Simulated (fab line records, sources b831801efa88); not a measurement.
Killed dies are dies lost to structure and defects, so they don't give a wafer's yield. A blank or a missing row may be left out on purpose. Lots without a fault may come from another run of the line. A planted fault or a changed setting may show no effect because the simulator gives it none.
Chamber matching | flow sky130 | SKY_FIELD_ISO_ETCH_17 on rie_si-01: 4 sister chambers
The step etches Si in HBr/Cl2/O2, target depth 342 nm, time 97.7 s. 4 wafers are shown with their chamber, then 9 later ones without.

WAFERS WITH THEIR CHAMBER
wafer  | chamber | drypump_motor_current_A (A)
L545.2 | 0       | 5.5
L547.5 | 3       | 6.3
L555.4 | 1       | 5.8
L555.5 | 2       | 5.2

WAFERS WITHOUT THEIR CHAMBER
wafer  | drypump_motor_current_A (A)
L557.1 | 5.3
L557.2 | 5.8
L557.6 | 5.7
L560.2 | 5.2
L560.3 | 5.8
L560.4 | 6.2
L562.3 | 6.3
L562.4 | 5.5
L562.5 | 5.2

WHICH CHAMBER EACH WENT THROUGH
wafer  | from the rows above     | in truth
L557.1 | can't be placed: 2 or 0 | 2
L557.2 | 1                       | 1
L557.6 | can't be placed: 1 or 0 | 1
L560.2 | 2                       | 2
L560.3 | 1                       | 1
L560.4 | 3                       | 3
L562.3 | 3                       | 3
L562.4 | 0                       | 0
L562.5 | 2                       | 2
Placed correctly: 7 of 9. Can't be placed from these rows: 2 (the true chamber is among the candidates in 2). Placed wrongly: 0.
How it was worked out, from the rows above alone: a wafer's distance from a chamber is the root of the sum, over the readings, of the square of ((its reading less the chamber's mean) divided by the reading's scatter). The wafer belongs to the nearest chamber; if the next one is less than 2 further off, it can't be placed. A chamber's mean is the mean of its shown wafers. The scatter: with one shown wafer a chamber, the root of the mean of the squares of how far each hidden wafer lies from its nearest shown one.
